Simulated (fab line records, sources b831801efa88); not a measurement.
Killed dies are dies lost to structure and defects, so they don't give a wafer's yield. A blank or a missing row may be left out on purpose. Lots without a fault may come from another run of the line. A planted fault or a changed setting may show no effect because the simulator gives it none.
Which tool did it? | flow gf180mcu | 11 lots, 33 wafers sampled, at 1 step of a route of 602

WHAT THE GAUGES READ, wafer by wafer
GF_V4_BOW_MEAS_05.
lot  | measured     | on            | V4_BOW (um)
L916 | day 25 06:02 | film_metro-02 | 141 149 145
L919 | day 26 06:16 | film_metro-03 | 128 136 134
L922 | day 27 13:33 | film_metro-04 | 130 130 131
L923 | day 27 16:22 | film_metro-03 | 131 133 139
L924 | day 27 17:46 | film_metro-03 | 127 130 129
L925 | day 28 02:03 | film_metro-03 | 138 134 127
L926 | day 28 11:17 | film_metro-03 | 116 131 106
L927 | day 28 20:20 | film_metro-04 | 149 140 132
L930 | day 29 13:00 | film_metro-03 | 130 126 136
L933 | day 30 06:43 | film_metro-03 | 134 125 119
L934 | day 30 14:38 | film_metro-04 | 122 122 130

WHICH TOOL RAN EACH LOT (tool, then ch and the chambers of the sampled wafers, then the start)
The record holds no process step before these readings.

THE ANSWER, worked out from the rows above alone
Rule: what is usual is taken from the lots themselves. Put in order of their means at a reading, lots are off if they are a third of the lots or fewer, leave a main group of 4 or more, and stand apart from it by a gap of 3 or more times the standard deviation of the main group's means; of several such gaps the widest counts. A main group whose means are all the same, to the digits that the tables above print for the reading, isn't used. A lot without any number at a reading at which 4 lots or more have one is off too. The other lots that the step has rows for count as sound.
No lot is off at any reading shown: from this, nothing can be told.

WHAT THE SIMULATOR HAD PUT IN
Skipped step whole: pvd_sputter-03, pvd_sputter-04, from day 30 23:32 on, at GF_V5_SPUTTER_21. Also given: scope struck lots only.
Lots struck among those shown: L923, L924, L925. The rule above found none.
